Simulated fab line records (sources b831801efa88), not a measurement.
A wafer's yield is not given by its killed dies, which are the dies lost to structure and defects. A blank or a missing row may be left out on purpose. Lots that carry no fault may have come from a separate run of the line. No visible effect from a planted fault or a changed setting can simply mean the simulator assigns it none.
Matching of chambers :: flow gf180mcu :: GF_CONTACT_CMP_04 on cmp-01 has 4 sister chambers
The step polishes SiO2. 4 wafers are shown with their chamber, then 11 later ones without.

WAFERS WITH THEIR CHAMBER
wafer: L229.1
chamber: 0
motor current A (A): 11.7

wafer: L236.1
chamber: 3
motor current A (A): 11.5

wafer: L236.6
chamber: 2
motor current A (A): 11.5

wafer: L240.1
chamber: 1
motor current A (A): 12.9

WAFERS MISSING THEIR CHAMBER
wafer: L240.5
motor current A (A): 12.2

wafer: L240.6
motor current A (A): 11.5

wafer: L242.1
motor current A (A): 11.9

wafer: L242.3
motor current A (A): 12.2

wafer: L242.6
motor current A (A): 13.1

wafer: L241.2
motor current A (A): 12.0

wafer: L241.5
motor current A (A): 12.4

wafer: L241.6
motor current A (A): 11.7

wafer: L243.3
motor current A (A): 12.5

wafer: L243.5
motor current A (A): 11.8

wafer: L243.6
motor current A (A): 13.6

WHICH CHAMBER EACH WENT THROUGH
wafer: L240.5
from the rows above: can't be placed: 0 or 2 or 3 or 1
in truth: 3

wafer: L240.6
from the rows above: can't be placed: 2 or 3 or 0
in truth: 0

wafer: L242.1
from the rows above: can't be placed: 0 or 2 or 3
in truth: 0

wafer: L242.3
from the rows above: can't be placed: 0 or 2 or 3 or 1
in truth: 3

wafer: L242.6
from the rows above: 1
in truth: 1

wafer: L241.2
from the rows above: can't be placed: 0 or 2 or 3 or 1
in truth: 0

wafer: L241.5
from the rows above: can't be placed: 1 or 0 or 2 or 3
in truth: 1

wafer: L241.6
from the rows above: can't be placed: 0 or 2 or 3
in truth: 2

wafer: L243.3
from the rows above: can't be placed: 1 or 0 or 2 or 3
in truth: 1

wafer: L243.5
from the rows above: can't be placed: 0 or 2 or 3
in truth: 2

wafer: L243.6
from the rows above: 1
in truth: 1
2 of 11 placed correctly. These rows do not allow placing 9 (true chamber among the candidates in 9). Number placed wrongly: 0.
How it was worked out, from the rows above alone: a wafer's distance from a chamber is the root of the sum, over the readings, of the square of ((its reading less the chamber's mean) divided by the reading's scatter). The wafer belongs to the nearest chamber; if the next one is less than 2 further off, it can't be placed. The mean given for a chamber averages the wafers shown for that chamber. The scatter: with one shown wafer a chamber, the root of the mean of the squares of how far each hidden wafer lies from its nearest shown one.
